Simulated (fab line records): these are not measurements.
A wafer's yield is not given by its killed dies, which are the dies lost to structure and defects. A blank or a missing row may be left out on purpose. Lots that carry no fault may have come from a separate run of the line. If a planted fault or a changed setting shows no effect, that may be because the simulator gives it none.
Chamber matching -- flow sfq-line -- cmp-02 running SFQ_TRILAYER_I4_CMP_CMP_100: 4 sister chambers
The step polishes SiO2. 4 wafers are shown with their chamber, then 7 later ones without.

## WAFERS, EACH WITH ITS CHAMBER
wafer,chamber,motor-current-A (A)
L173.5,3,10.7
L176.3,0,10.7
L184.2,2,8.8
L184.4,1,11.0

## WAFERS WITH NO CHAMBER GIVEN
wafer,motor-current-A (A)
L184.6,10.3
L191.1,10.0
L191.5,10.6
L191.6,10.4
L192.4,10.8
L192.1,10.0
L192.5,10.4

## THE CHAMBER EACH PASSED THROUGH
wafer,from the rows above,in truth
L184.6,can't be placed: 0 or 3 or 1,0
L191.1,can't be placed: 0 or 3 or 1 or 2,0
L191.5,can't be placed: 0 or 3 or 1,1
L191.6,can't be placed: 0 or 3 or 1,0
L192.4,can't be placed: 0 or 3 or 1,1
L192.1,can't be placed: 0 or 3 or 1 or 2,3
L192.5,can't be placed: 0 or 3 or 1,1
Correctly placed: 0 of 7. Cannot be placed on the basis of these rows: 7; the candidates contain the true chamber in 7. Number placed wrongly: 0.
How it was worked out, from the rows above alone: a wafer's distance from a chamber is the root of the sum, over the readings, of the square of ((its reading less the chamber's mean) divided by the reading's scatter). If the next closest chamber is less than 2 further off than the closest, the wafer can't be placed; otherwise it belongs to the closest. A chamber's mean is the mean of its shown wafers. The scatter (one wafer shown for each chamber): square how far every hidden wafer sits from the nearest shown wafer, average those squares and take the square root.
